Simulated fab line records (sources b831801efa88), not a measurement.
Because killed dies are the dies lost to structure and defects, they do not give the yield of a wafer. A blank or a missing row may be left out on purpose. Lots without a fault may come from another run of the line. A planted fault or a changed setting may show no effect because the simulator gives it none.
Comparing a struck lot with a sound one / flow sfq line / 14 steps out of a route of 325
Sound: these wafers, L259.1, L259.3, L259.4. Wafers L254.1, L254.5 were the ones struck. Last of all comes the cause.
Order at every step that has rows: each side's tool, ch and its chambers, its first start. Under that, the readings that differ: sound wafers / struck wafers / difference of the means / sigmas: that difference in standard deviations of wafers without a fault.
alike: readings whose means differ by less than 2 such deviations, and words and numbers that are the same on both sides. not compared: withheld readings, readings that some wafer has no value for, bounds like >300 that may hide the same value, and numbers for which the record gives no deviation and whose values overlap.
The two part at a step that has a row with sigmas, a row that says differs or no value, or rows on one side only. Non-overlapping numbers with no deviation appear without sigmas and do not part them. A reading missing from all wafers of one side parts the sides only when that side holds two or more wafers.

first, 6 steps without rows for these wafers: SFQ_TRILAYER_M7_LITHO_COAT_182 (resist thk 62 nm); SFQ_TRILAYER_M7_LITHO_COAT_177 (resist thk 600 nm); SFQ_TRILAYER_M7_LITHO_SOFTBAKE_181; SFQ_TRILAYER_M7_LITHO_EXPOSE_178 (exposes mask M7, target cd 500 nm); SFQ_TRILAYER_M7_LITHO_PEB_180 (peb time 60 s); SFQ_TRILAYER_M7_LITHO_DEVELOP_179 (time 60 s).
SFQ_M7_OVL_MEAS_945:
  sound on overlay-01 at day 85 09:01; struck on overlay-02 at day 78 03:13
  alike: M7_OVL
SFQ_TRILAYER_M7_BARC_OPEN_METAL_ETCH_229: etches BARC in O2, target depth 125 nm, time 41.7 s.
  sound on rie metal-01 ch 0,1, day 85 09:02; struck on rie metal-01 ch 1, day 78 03:15
  alike: drypump motor current A, oes product au
  not compared: rf hours counter h
SFQ_TRILAYER_M7_ETCH_METAL_ETCH_180: etches Nb in Cl2/Ar, stops on SiO2, target depth 240 nm, time 120 s.
  sound on rie metal-01 ch 0,1, day 85 09:06; struck on rie metal-01 ch 1, day 78 03:19
  alike: drypump motor current A, oes product au
  not compared: rf hours counter h
SFQ_TRILAYER_M7_STRIP_STRIP_181: strips in O2.
  sound on rie metal-01 ch 0,1, day 85 09:14; struck on rie metal-01 ch 1, day 78 03:26
  alike: drypump motor current A, oes product au
  not compared: rf hours counter h
then, 1 step without rows for these wafers: SFQ_TRILAYER_M7_STRIP_SOLV_CLEAN_182 (cleans in NMP, time 600 s).
SFQ_TRILAYER_I7_DEP_PECVD_183: deposits SiO2 from SiH4/N2O, time 111.11 s, target thk 500 nm.
  sound on pecvd-01 ch 0,1,2, day 85 10:00; struck on pecvd-02 ch 2, day 78 04:15
reading=run length s (s); sound=138.2 138.5 139.4; struck=160.9 160.8; difference=+22.2; sigmas=+32
reading=model.SiO2_of_TRILAYER_I7_DEP_PECVD_183.thk nm (nm); sound=491.3 488.8 507.8; struck=597 607.6; difference=+106; sigmas=
  alike: heater power w, throttle valve pct
SFQ_TRILAYER_I7_CMP_CMP_184: polishes SiO2.
  sound on cmp-02 ch 0,1,2, day 85 15:05; struck on cmp-01 ch 1,3, day 78 20:21
reading=time to endpoint s (s); sound=210 209 228; struck=277 280; difference=+63; sigmas=+9
  alike: edge zone pressure frac, motor current A
SFQ_I7_BOW_MEAS_946:
  sound on film metro-01 at day 85 18:05; struck on film metro-04 at day 78 21:51
  alike: I7_BOW

WHERE THEY PART
First at SFQ_TRILAYER_I7_DEP_PECVD_183; last, within this record, at SFQ_TRILAYER_I7_CMP_CMP_184. Later steps at which nothing parts them and some readings are alike: SFQ_I7_BOW_MEAS_946.

WHY: whatever the simulator had introduced
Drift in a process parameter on pecvd-02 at SFQ_TRILAYER_I7_DEP_PECVD_183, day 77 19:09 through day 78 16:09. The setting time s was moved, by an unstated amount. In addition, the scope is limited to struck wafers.
